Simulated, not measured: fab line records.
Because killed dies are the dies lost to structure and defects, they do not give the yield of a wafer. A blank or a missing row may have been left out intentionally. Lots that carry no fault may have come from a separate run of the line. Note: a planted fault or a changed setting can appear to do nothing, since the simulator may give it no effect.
Which tool was responsible? || flow gf180mcu || Sampling: 10 lots, 30 wafers, 6 of 602 route steps

WHAT THE GAUGES READ, wafer by wafer
GF_V4_THK_MEAS_25: measures by xrf.
{"lot": "L111", "measured": "day 24 19:32", "on": "film metro-04", "V4_W_THK (nm)": "342 347 344"}
{"lot": "L114", "measured": "day 25 09:34", "on": "film metro-02", "V4_W_THK (nm)": "354 361 352"}
{"lot": "L118", "measured": "day 26 15:41", "on": "film metro-01", "V4_W_THK (nm)": "353 367 362"}
{"lot": "L120", "measured": "day 27 12:22", "on": "film metro-02", "V4_W_THK (nm)": "358 365 353"}
{"lot": "L123", "measured": "day 28 06:51", "on": "film metro-01", "V4_W_THK (nm)": "350 355 352"}
{"lot": "L124", "measured": "day 28 21:34", "on": "film metro-02", "V4_W_THK (nm)": "355 357 346"}
{"lot": "L125", "measured": "day 29 05:28", "on": "film metro-02", "V4_W_THK (nm)": "357 353 356"}
{"lot": "L128", "measured": "day 29 20:52", "on": "film metro-02", "V4_W_THK (nm)": "358 368 359"}
{"lot": "L132", "measured": "day 30 19:32", "on": "film metro-01", "V4_W_THK (nm)": "357 351 347"}
{"lot": "L133", "measured": "day 31 09:04", "on": "film metro-04", "V4_W_THK (nm)": "349 337 350"}

GF_MIM_RS_MEAS_10: measures by four-point-probe.
{"lot": "L111", "measured": "day 24 20:19", "on": "film metro-03", "MIM_ALCU_RS (ohm/sq)": "0.1584 0.1577 0.1586"}
{"lot": "L114", "measured": "day 25 10:21", "on": "film metro-02", "MIM_ALCU_RS (ohm/sq)": "0.1634 0.1643 0.1616"}
{"lot": "L118", "measured": "day 26 16:28", "on": "film metro-01", "MIM_ALCU_RS (ohm/sq)": "0.1595 0.1601 0.1597"}
{"lot": "L120", "measured": "day 27 13:10", "on": "film metro-01", "MIM_ALCU_RS (ohm/sq)": "0.1610 0.1598 0.1598"}
{"lot": "L123", "measured": "day 28 07:38", "on": "film metro-01", "MIM_ALCU_RS (ohm/sq)": "0.1603 0.1604 0.1609"}
{"lot": "L124", "measured": "day 28 22:21", "on": "film metro-03", "MIM_ALCU_RS (ohm/sq)": "0.1958 0.1924 0.1920"}
{"lot": "L125", "measured": "day 29 06:17", "on": "film metro-02", "MIM_ALCU_RS (ohm/sq)": "0.1914 0.1900 0.1932"}
{"lot": "L128", "measured": "day 29 21:38", "on": "film metro-02", "MIM_ALCU_RS (ohm/sq)": "0.1567 0.1581 0.1576"}
{"lot": "L132", "measured": "day 30 20:24", "on": "film metro-01", "MIM_ALCU_RS (ohm/sq)": "0.1575 0.1589 0.1589"}
{"lot": "L133", "measured": "day 31 09:50", "on": "film metro-01", "MIM_ALCU_RS (ohm/sq)": "0.1604 0.1581 0.1619"}

GF_MIM_THK_MEAS_11: measures by xrf.
{"lot": "L111", "measured": "day 24 20:25", "on": "film metro-03", "MIM_ALCU_THK (nm)": "199.2 199.6 198.8"}
{"lot": "L114", "measured": "day 25 10:28", "on": "film metro-02", "MIM_ALCU_THK (nm)": "192.5 191.1 194.2"}
{"lot": "L118", "measured": "day 26 16:34", "on": "film metro-01", "MIM_ALCU_THK (nm)": "199.0 196.2 197.9"}
{"lot": "L120", "measured": "day 27 13:17", "on": "film metro-01", "MIM_ALCU_THK (nm)": "195.3 196.2 196.5"}
{"lot": "L123", "measured": "day 28 07:44", "on": "film metro-01", "MIM_ALCU_THK (nm)": "197.7 195.9 195.3"}
{"lot": "L124", "measured": "day 28 22:28", "on": "film metro-03", "MIM_ALCU_THK (nm)": "162.2 164.6 165.6"}
{"lot": "L125", "measured": "day 29 06:25", "on": "film metro-02", "MIM_ALCU_THK (nm)": "165.2 167.5 164.6"}
{"lot": "L128", "measured": "day 29 21:46", "on": "film metro-02", "MIM_ALCU_THK (nm)": "200.0 197.5 198.6"}
{"lot": "L132", "measured": "day 30 20:31", "on": "film metro-01", "MIM_ALCU_THK (nm)": "199.3 196.8 198.0"}
{"lot": "L133", "measured": "day 31 09:57", "on": "film metro-01", "MIM_ALCU_THK (nm)": "196.0 198.8 195.1"}

TOOL THAT RAN EACH LOT (tool first, then ch and the chambers of the sampled wafers, then the start)
{"lot": "L111", "GF_V4_ETCH_16": "rie diel-01 ch 1,3, day 24 18:25", "GF_V4_STRIP_18": "plasma asher-03 ch 0,1, day 24 18:32", "GF_MIM_SPUTTER_08": "pvd sputter-03, day 24 20:14"}
{"lot": "L114", "GF_V4_ETCH_16": "rie diel-02 ch 0,1, day 25 08:34", "GF_V4_STRIP_18": "plasma asher-04 ch 0,1, day 25 08:41", "GF_MIM_SPUTTER_08": "pvd sputter-04, day 25 10:17"}
{"lot": "L118", "GF_V4_ETCH_16": "rie diel-01 ch 0,1,3, day 26 14:40", "GF_V4_STRIP_18": "plasma asher-04 ch 0,1, day 26 14:50", "GF_MIM_SPUTTER_08": "pvd sputter-02, day 26 16:23"}
{"lot": "L120", "GF_V4_ETCH_16": "rie diel-01 ch 0,1,3, day 27 11:22", "GF_V4_STRIP_18": "plasma asher-01 ch 0,1, day 27 11:29", "GF_MIM_SPUTTER_08": "pvd sputter-03, day 27 13:07"}
{"lot": "L123", "GF_V4_ETCH_16": "rie diel-04 ch 0,1, day 28 05:49", "GF_V4_STRIP_18": "plasma asher-04 ch 0, day 28 05:56", "GF_MIM_SPUTTER_08": "pvd sputter-04, day 28 07:34"}
{"lot": "L124", "GF_V4_ETCH_16": "rie diel-04 ch 1,3, day 28 20:34", "GF_V4_STRIP_18": "plasma asher-04 ch 1, day 28 20:41", "GF_MIM_SPUTTER_08": "pvd sputter-04, day 28 22:17"}
{"lot": "L125", "GF_V4_ETCH_16": "rie diel-04 ch 0,2,3, day 29 04:28", "GF_V4_STRIP_18": "plasma asher-01 ch 0,1, day 29 04:35", "GF_MIM_SPUTTER_08": "pvd sputter-04, day 29 06:14"}
{"lot": "L128", "GF_V4_ETCH_16": "rie diel-04 ch 2,3, day 29 19:28", "GF_V4_STRIP_18": "plasma asher-01 ch 0,1, day 29 19:35", "GF_MIM_SPUTTER_08": "pvd sputter-03, day 29 21:35"}
{"lot": "L132", "GF_V4_ETCH_16": "rie diel-04 ch 1,2, day 30 18:31", "GF_V4_STRIP_18": "plasma asher-04 ch 0,1, day 30 18:38", "GF_MIM_SPUTTER_08": "pvd sputter-02, day 30 20:16"}
{"lot": "L133", "GF_V4_ETCH_16": "rie diel-02 ch 1,2,3, day 31 08:04", "GF_V4_STRIP_18": "plasma asher-01 ch 0,1, day 31 08:11", "GF_MIM_SPUTTER_08": "pvd sputter-02, day 31 09:47"}
- GF_V4_ETCH_16: etches BARC in N2/H2.
- GF_V4_STRIP_18: strips in O2/N2.
- GF_MIM_SPUTTER_08: material AlCu, target thk 200 nm, time 10.6 s.

AS READ BY THE TOOLS THEMSELVES (means over the sampled wafers that have a number; for cases with no such wafer, the mark the record gives instead)
GF_V4_ETCH_16.
{"lot": "L111", "tool": "rie diel-01", "drypump motor current A (A)": 6.0, "oes product au (a.u.)": 0.850, "throttle valve pct (%)": 13.225}
{"lot": "L114", "tool": "rie diel-02", "drypump motor current A (A)": 5.8, "oes product au (a.u.)": 0.858, "throttle valve pct (%)": 13.216}
{"lot": "L118", "tool": "rie diel-01", "drypump motor current A (A)": 5.9, "oes product au (a.u.)": 0.854, "throttle valve pct (%)": 13.225}
{"lot": "L120", "tool": "rie diel-01", "drypump motor current A (A)": 5.9, "oes product au (a.u.)": 0.856, "throttle valve pct (%)": 13.217}
{"lot": "L123", "tool": "rie diel-04", "drypump motor current A (A)": 5.5, "oes product au (a.u.)": 0.855, "throttle valve pct (%)": 13.237}
{"lot": "L124", "tool": "rie diel-04", "drypump motor current A (A)": 5.7, "oes product au (a.u.)": 0.856, "throttle valve pct (%)": 13.221}
{"lot": "L125", "tool": "rie diel-04", "drypump motor current A (A)": 5.2, "oes product au (a.u.)": 0.859, "throttle valve pct (%)": 13.229}
{"lot": "L128", "tool": "rie diel-04", "drypump motor current A (A)": 5.3, "oes product au (a.u.)": 0.864, "throttle valve pct (%)": 13.219}
{"lot": "L132", "tool": "rie diel-04", "drypump motor current A (A)": 5.4, "oes product au (a.u.)": 0.858, "throttle valve pct (%)": 13.219}
{"lot": "L133", "tool": "rie diel-02", "drypump motor current A (A)": 5.9, "oes product au (a.u.)": 0.861, "throttle valve pct (%)": 13.225}

GF_V4_STRIP_18.
{"lot": "L111", "tool": "plasma asher-03", "drypump motor current A (A)": 5.4, "heater power w (W)": 340, "oes product au (a.u.)": 0.587}
{"lot": "L114", "tool": "plasma asher-04", "drypump motor current A (A)": 6.1, "heater power w (W)": 328, "oes product au (a.u.)": 0.593}
{"lot": "L118", "tool": "plasma asher-04", "drypump motor current A (A)": 5.5, "heater power w (W)": 321, "oes product au (a.u.)": 0.592}
{"lot": "L120", "tool": "plasma asher-01", "drypump motor current A (A)": 5.6, "heater power w (W)": 329, "oes product au (a.u.)": 0.591}
{"lot": "L123", "tool": "plasma asher-04", "drypump motor current A (A)": 4.9, "heater power w (W)": 321, "oes product au (a.u.)": 0.590}
{"lot": "L124", "tool": "plasma asher-04", "drypump motor current A (A)": 6.7, "heater power w (W)": 328, "oes product au (a.u.)": 0.595}
{"lot": "L125", "tool": "plasma asher-01", "drypump motor current A (A)": 5.6, "heater power w (W)": 328, "oes product au (a.u.)": 0.588}
{"lot": "L128", "tool": "plasma asher-01", "drypump motor current A (A)": 6.1, "heater power w (W)": 352, "oes product au (a.u.)": 0.591}
{"lot": "L132", "tool": "plasma asher-04", "drypump motor current A (A)": 6.1, "heater power w (W)": 326, "oes product au (a.u.)": 0.593}
{"lot": "L133", "tool": "plasma asher-01", "drypump motor current A (A)": 6.1, "heater power w (W)": 348, "oes product au (a.u.)": 0.592}

GF_MIM_SPUTTER_08.
{"lot": "L111", "tool": "pvd sputter-03", "cathode dc power W (W)": 10599, "chamber pressure pa (Pa)": 0.4005, "throttle valve pct (%)": 31.0}
{"lot": "L114", "tool": "pvd sputter-04", "cathode dc power W (W)": 10599, "chamber pressure pa (Pa)": 0.4002, "throttle valve pct (%)": 28.8}
{"lot": "L118", "tool": "pvd sputter-02", "cathode dc power W (W)": 10601, "chamber pressure pa (Pa)": 0.3998, "throttle valve pct (%)": 30.0}
{"lot": "L120", "tool": "pvd sputter-03", "cathode dc power W (W)": 10599, "chamber pressure pa (Pa)": 0.4001, "throttle valve pct (%)": 30.0}
{"lot": "L123", "tool": "pvd sputter-04", "cathode dc power W (W)": 10600, "chamber pressure pa (Pa)": 0.4003, "throttle valve pct (%)": 29.9}
{"lot": "L124", "tool": "pvd sputter-04", "cathode dc power W (W)": 8959, "chamber pressure pa (Pa)": 0.3999, "throttle valve pct (%)": 30.3}
{"lot": "L125", "tool": "pvd sputter-04", "cathode dc power W (W)": 8958, "chamber pressure pa (Pa)": 0.3995, "throttle valve pct (%)": 30.4}
{"lot": "L128", "tool": "pvd sputter-03", "cathode dc power W (W)": 10599, "chamber pressure pa (Pa)": 0.3999, "throttle valve pct (%)": 29.4}
{"lot": "L132", "tool": "pvd sputter-02", "cathode dc power W (W)": 10601, "chamber pressure pa (Pa)": 0.4005, "throttle valve pct (%)": 29.7}
{"lot": "L133", "tool": "pvd sputter-02", "cathode dc power W (W)": 10601, "chamber pressure pa (Pa)": 0.3992, "throttle valve pct (%)": 29.9}

THE ANSWER, worked out from the rows above alone
Rule: the usual values come from the lots themselves. Put in order of their means at a reading, lots are off if they are a third of the lots or fewer, leave a main group of 4 or more, and stand apart from it by a gap of 3 or more times the standard deviation of the main group's means; of several such gaps the widest counts. If all means in a main group match to the digits the tables above print for the reading, that group is not used. A lot without any number at a reading at which 4 lots or more have one is off too. Any other lot the step has rows for is counted as sound. The gauges are gone through in route order, then the tools' own readings, and for those a lot's mean is taken as printed above. The first step at which some lot is off is used, and at that step the reading that is off furthest; a lot without a number counts as furthest.
Off: L124, L125, seen at GF_MIM_RS_MEAS_10 (MIM_ALCU_RS). The main group: mean 0.1597 ohm/sq, standard deviation 0.0016.
If a tool, at a process step before that reading, ran all the lots that are off and no sound lot after the first of them, it fits. The gauges at GF_MIM_RS_MEAS_10 aren't tried: what is off there is off at GF_MIM_SPUTTER_08 too, on other tools, and a gauge's error can't cause that. One fits: pvd sputter-04 at GF_MIM_SPUTTER_08. A fault onset in the window from L123 (day 28 07:34, its last sound lot) to L124 (day 28 22:17, its first lot off) fits.
On the lots that are off, the tool's own readings at GF_MIM_SPUTTER_08 differ by more than 5 times the standard deviation of the sound lots' means, which bears it out; cathode dc power W reads 8958 W there versus 10600 W on the sound lots.

WHAT THE SIMULATOR HAD PUT IN
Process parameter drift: pvd sputter-04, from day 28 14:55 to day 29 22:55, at GF_MIM_SPUTTER_08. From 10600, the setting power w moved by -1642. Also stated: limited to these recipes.
Shown lots that were struck: L124, L125. Same finding as the rule above.
